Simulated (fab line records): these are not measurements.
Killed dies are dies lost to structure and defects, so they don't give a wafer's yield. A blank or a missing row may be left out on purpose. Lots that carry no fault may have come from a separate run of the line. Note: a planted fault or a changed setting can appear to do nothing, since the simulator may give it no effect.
Chamber matching -- flow sfq_line -- SFQ_TRILAYER_I4_CMP_CMP_100 on cmp-02: 4 sister chambers
The step polishes SiO2. 4 wafers are shown with their chamber, then 9 later ones without.

## WAFERS PAIRED WITH THEIR CHAMBERS
wafer,chamber,motor_current_A (A)
L114.6,2,10.5
L124.2,1,7.9
L124.5,0,10.3
L124.6,3,10.1

## WAFERS WHOSE CHAMBER IS MISSING
wafer,motor_current_A (A)
L125.4,8.4
L125.1,9.4
L125.5,10.6
L126.2,10.4
L126.4,8.0
L126.6,8.2
L127.1,10.4
L127.5,10.7
L127.6,9.1

## WHICH CHAMBER EACH ONE RAN IN
wafer,from the rows above,in truth
L125.4,1,1
L125.1,can't be placed: 3 or 0 or 2 or 1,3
L125.5,can't be placed: 2 or 0 or 3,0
L126.2,can't be placed: 0 or 2 or 3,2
L126.4,1,1
L126.6,1,1
L127.1,can't be placed: 0 or 2 or 3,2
L127.5,can't be placed: 2 or 0 or 3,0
L127.6,can't be placed: 3 or 1 or 0 or 2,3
3 of 9 placed correctly. Can't be placed from these rows: 6 (the true chamber is among the candidates in 6). 0 placed wrongly.
How it was worked out, from the rows above alone: a wafer's distance from a chamber is the root of the sum, over the readings, of the square of ((its reading less the chamber's mean) divided by the reading's scatter). The wafer belongs to the nearest chamber; if the next one is less than 2 further off, it can't be placed. The mean given for a chamber averages the wafers shown for that chamber. The scatter (one wafer shown for each chamber): square how far every hidden wafer sits from the nearest shown wafer, average those squares and take the square root.
